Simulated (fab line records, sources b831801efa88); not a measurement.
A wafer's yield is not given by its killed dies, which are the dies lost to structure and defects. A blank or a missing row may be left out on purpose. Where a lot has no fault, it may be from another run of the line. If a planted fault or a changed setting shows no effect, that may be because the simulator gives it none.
fab line records / flow sky130
record: lots: 5 wafers: 15 last-day: 50
route steps=708 shown POLY_CUT@310
lots that met no fault: taken from a fault-free run of the same line
start-h: hours from the record's opening day to when the first of the lot's shown wafers began / wait-h: hours from the lot's prior step to this one / " repeats the value in the row above / L1.1+2: several wafers, shown together as one row / - no value, or no start given / * or withheld: withheld / < > ~ a bound
route shown NAME@n: NAME is a module with steps in the file, n the number in the route of the first one / usual: mean/standard deviation of fault-free wafers / same: alike in all rows / chamber/n: place in a boat / sites: per-site readings / _std_site: their standard deviation / _edge_site: the outer-site mean with the inner-site mean subtracted / radius-mm: how far each site lies from the wafer's centre / mask NAME#n: copy n / behind: the tool/chamber that last shaped the wafer / hold: the reason the lot was held/the length of the hold in hours/how it ended / device: the n, p or np transistor that did not switch / end of line: the tests these same wafers got at the end of their route / step lacking rows: just its recipe / killed: dies lost to structure and defects at the first sort, not the wafer's yield / map: per-die view of a wafer (x killed, . not killed, _ where there is no die)
set.NAME: the run value of the setting; set.NAME@STEP: its run value at that earlier step / model.NAME: the simulator's own value behind a step, which no gauge read
a table for each step, a row for each wafer; lots at some steps of the route
services: from which hour (start-h, from the record's first day; less than 0 if before it) a tool's chamber was out of use, for how many hours, and why
== steps ==
step: SKY_POLY_CUT_COAT_03
recipe: resist: KrF-thick spin-rpm: 3000 resist-thk-nm: 450
lot.wafer=L086.1+2+6 tool=litho-track-04 chamber=0 start-h=- wait-h=-
lot.wafer=L088.3+4+6 tool=litho-track-03 chamber=0 start-h=- wait-h=-
lot.wafer=L094.1+2+3 tool=litho-track-03 chamber=0 start-h=- wait-h=-
lot.wafer=L096.3+5+6 tool=litho-track-01 chamber=0 start-h=- wait-h=-
lot.wafer=L097.1+2+6 tool=litho-track-01 chamber=0 start-h=- wait-h=-
step: SKY_POLY_CUT_SOFTBAKE_04
recipe: temp-c: 100 time-s: 90 resist: KrF-thick
same: time-s: 90
lot.wafer=L086.1+2+6 tool=litho-track-04 chamber=0 start-h=- wait-h=-
lot.wafer=L088.3+4+6 tool=litho-track-03 chamber=0 start-h=- wait-h=-
lot.wafer=L094.1+2+3 tool=litho-track-03 chamber=0 start-h=- wait-h=-
lot.wafer=L096.3+5+6 tool=litho-track-01 chamber=0 start-h=- wait-h=-
lot.wafer=L097.1+2+6 tool=litho-track-01 chamber=0 start-h=- wait-h=-
step: SKY_POLY_CUT_EXPOSE_05
recipe: mask-id: NPCM na: 0.8 source-shape: annular sigma-inner: 0.55 sigma-outer: 0.85 target-cd-nm: 270 dose-mj: 32
usual: exposure-dose-mJ-cm2: 31.97/0.039 stage-vel-mm-s: 500.02/0.24
lot.wafer=L086.1 tool=krf-scanner-01 chamber=0 start-h=- wait-h=- mask=NPCM#0 exposure-dose-mJ-cm2=32.02 stage-vel-mm-s=499.82
lot.wafer=L086.2 tool=krf-scanner-01 chamber=0 start-h=- wait-h=- mask=NPCM#0 exposure-dose-mJ-cm2=31.94 stage-vel-mm-s=500.15
lot.wafer=L086.6 tool=krf-scanner-01 chamber=0 start-h=- wait-h=- mask=NPCM#0 exposure-dose-mJ-cm2=31.99 stage-vel-mm-s=500.13
lot.wafer=L088.3 tool=krf-scanner-02 chamber=0 start-h=- wait-h=- mask=NPCM#0 exposure-dose-mJ-cm2=31.97 stage-vel-mm-s=500.07
lot.wafer=L088.4 tool=krf-scanner-02 chamber=0 start-h=- wait-h=- mask=NPCM#0 exposure-dose-mJ-cm2=31.89 stage-vel-mm-s=500.20
lot.wafer=L088.6 tool=krf-scanner-02 chamber=0 start-h=- wait-h=- mask=NPCM#0 exposure-dose-mJ-cm2=31.93 stage-vel-mm-s=500.10
lot.wafer=L094.1 tool=krf-scanner-01 chamber=0 start-h=- wait-h=- mask=NPCM#0 exposure-dose-mJ-cm2=32.02 stage-vel-mm-s=500.55
lot.wafer=L094.2 tool=krf-scanner-01 chamber=0 start-h=- wait-h=- mask=NPCM#0 exposure-dose-mJ-cm2=32.04 stage-vel-mm-s=500.14
lot.wafer=L094.3 tool=krf-scanner-01 chamber=0 start-h=- wait-h=- mask=NPCM#0 exposure-dose-mJ-cm2=32.02 stage-vel-mm-s=500.09
lot.wafer=L096.3 tool=krf-scanner-02 chamber=0 start-h=- wait-h=- mask=NPCM#0 exposure-dose-mJ-cm2=31.91 stage-vel-mm-s=500.02
lot.wafer=L096.5 tool=krf-scanner-02 chamber=0 start-h=- wait-h=- mask=NPCM#0 exposure-dose-mJ-cm2=31.94 stage-vel-mm-s=499.75
lot.wafer=L096.6 tool=krf-scanner-02 chamber=0 start-h=- wait-h=- mask=NPCM#0 exposure-dose-mJ-cm2=31.93 stage-vel-mm-s=499.74
lot.wafer=L097.1 tool=krf-scanner-02 chamber=0 start-h=- wait-h=- mask=NPCM#0 exposure-dose-mJ-cm2=31.92 stage-vel-mm-s=500.35
lot.wafer=L097.2 tool=krf-scanner-02 chamber=0 start-h=- wait-h=- mask=NPCM#0 exposure-dose-mJ-cm2=31.92 stage-vel-mm-s=499.79
lot.wafer=L097.6 tool=krf-scanner-02 chamber=0 start-h=- wait-h=- mask=NPCM#0 exposure-dose-mJ-cm2=31.90 stage-vel-mm-s=499.99
step: SKY_POLY_CUT_PEB_06
recipe: peb-temp-c: withheld peb-time-s: withheld resist: KrF-thick
lot.wafer=L086.1+2+6 tool=litho-track-04 chamber=0 start-h=- wait-h=-
lot.wafer=L088.3+4+6 tool=litho-track-03 chamber=0 start-h=- wait-h=-
lot.wafer=L094.1+2+3 tool=litho-track-04 chamber=0 start-h=- wait-h=-
lot.wafer=L096.3+5+6 tool=litho-track-03 chamber=0 start-h=- wait-h=-
lot.wafer=L097.1+2+6 tool=litho-track-04 chamber=0 start-h=- wait-h=-
step: SKY_POLY_CUT_DEVELOP_07
recipe: develop-time-s: 60 resist: KrF-thick dev-temp-c: 21
lot.wafer=L086.1+2+6 tool=litho-track-04 chamber=0 start-h=- wait-h=-
lot.wafer=L088.3+4+6 tool=litho-track-03 chamber=0 start-h=- wait-h=-
lot.wafer=L094.1+2+3 tool=litho-track-04 chamber=0 start-h=- wait-h=-
lot.wafer=L096.3+5+6 tool=litho-track-03 chamber=0 start-h=- wait-h=-
lot.wafer=L097.1+2+6 tool=litho-track-04 chamber=0 start-h=- wait-h=-
step: SKY_POLY_CUT_CD_MEAS_08
recipe: target-cd-nm: 270
usual: cd-nm: 269.1/1.4
lot.wafer=L086.1 tool=cd-sem-02 chamber=- start-h=653.80 wait-h=- cd-nm=269.1
lot.wafer=L086.2 tool=cd-sem-02 chamber=- start-h=653.80 wait-h=- cd-nm=267.7
lot.wafer=L086.6 tool=cd-sem-02 chamber=- start-h=653.80 wait-h=- cd-nm=268.9
lot.wafer=L088.3 tool=cd-sem-01 chamber=- start-h=666.76 wait-h=- cd-nm=267.6
lot.wafer=L088.4 tool=cd-sem-01 chamber=- start-h=666.76 wait-h=- cd-nm=267.8
lot.wafer=L088.6 tool=cd-sem-01 chamber=- start-h=666.76 wait-h=- cd-nm=269.7
lot.wafer=L094.1 tool=cd-sem-02 chamber=- start-h=718.45 wait-h=- cd-nm=267.9
lot.wafer=L094.2 tool=cd-sem-02 chamber=- start-h=718.45 wait-h=- cd-nm=268.9
lot.wafer=L094.3 tool=cd-sem-02 chamber=- start-h=718.45 wait-h=- cd-nm=269.5
lot.wafer=L096.3 tool=cd-sem-02 chamber=- start-h=736.46 wait-h=- cd-nm=269.0
lot.wafer=L096.5 tool=cd-sem-02 chamber=- start-h=736.46 wait-h=- cd-nm=267.3
lot.wafer=L096.6 tool=cd-sem-02 chamber=- start-h=736.46 wait-h=- cd-nm=267.5
lot.wafer=L097.1 tool=cd-sem-01 chamber=- start-h=744.25 wait-h=- cd-nm=270.2
lot.wafer=L097.2 tool=cd-sem-01 chamber=- start-h=744.25 wait-h=- cd-nm=271.8
lot.wafer=L097.6 tool=cd-sem-01 chamber=- start-h=744.25 wait-h=- cd-nm=270.1
step: SKY_POLY_CUT_OVL_MEAS_09
usual: POLY_CUT_OVL: 2/3.9
lot.wafer=L086.1 tool=overlay-02 chamber=- start-h=653.92 wait-h=0.1 POLY_CUT_OVL[nm]=-1
lot.wafer=L086.2 tool=overlay-02 chamber=- start-h=653.92 wait-h=0.1 POLY_CUT_OVL[nm]=-2
lot.wafer=L086.6 tool=overlay-02 chamber=- start-h=653.92 wait-h=0.1 POLY_CUT_OVL[nm]=4
lot.wafer=L088.3 tool=overlay-02 chamber=- start-h=666.85 wait-h=0.1 POLY_CUT_OVL[nm]=4
lot.wafer=L088.4 tool=overlay-02 chamber=- start-h=666.85 wait-h=0.1 POLY_CUT_OVL[nm]=6
lot.wafer=L088.6 tool=overlay-02 chamber=- start-h=666.85 wait-h=0.1 POLY_CUT_OVL[nm]=10
lot.wafer=L094.1 tool=overlay-01 chamber=- start-h=718.57 wait-h=0.1 POLY_CUT_OVL[nm]=3
lot.wafer=L094.2 tool=overlay-01 chamber=- start-h=718.57 wait-h=0.1 POLY_CUT_OVL[nm]=-4
lot.wafer=L094.3 tool=overlay-01 chamber=- start-h=718.57 wait-h=0.1 POLY_CUT_OVL[nm]=-3
lot.wafer=L096.3 tool=overlay-01 chamber=- start-h=736.55 wait-h=0.1 POLY_CUT_OVL[nm]=2
lot.wafer=L096.5 tool=overlay-01 chamber=- start-h=736.55 wait-h=0.1 POLY_CUT_OVL[nm]=-3
lot.wafer=L096.6 tool=overlay-01 chamber=- start-h=736.55 wait-h=0.1 POLY_CUT_OVL[nm]=5
lot.wafer=L097.1 tool=overlay-02 chamber=- start-h=744.37 wait-h=0.1 POLY_CUT_OVL[nm]=2
lot.wafer=L097.2 tool=overlay-02 chamber=- start-h=744.37 wait-h=0.1 POLY_CUT_OVL[nm]=3
lot.wafer=L097.6 tool=overlay-02 chamber=- start-h=744.37 wait-h=0.1 POLY_CUT_OVL[nm]=3
== services ==
tool=krf-scanner-01 chamber=0 start-h=627.48 hours=- kind=calibration
tool=krf-scanner-02 chamber=- start-h=682.94 hours=0.8 kind=pm
tool=litho-track-04 chamber=- start-h=694.43 hours=- kind=consumable-replace:filter
tool=krf-scanner-01 chamber=- start-h=696.81 hours=1.3 kind=pm
tool=krf-scanner-02 chamber=- start-h=702.57 hours=1.5 kind=repair
tool=krf-scanner-02 chamber=- start-h=704.09 hours=1.3 kind=pm
tool=krf-scanner-01 chamber=- start-h=710.36 hours=1.0 kind=pm
tool=krf-scanner-01 chamber=- start-h=725.32 hours=0.8 kind=pm
tool=krf-scanner-01 chamber=- start-h=729.16 hours=0.7 kind=repair
tool=krf-scanner-01 chamber=- start-h=731.59 hours=4.4 kind=pm
tool=krf-scanner-02 chamber=0 start-h=733.36 hours=- kind=calibration
== key ==
fault none
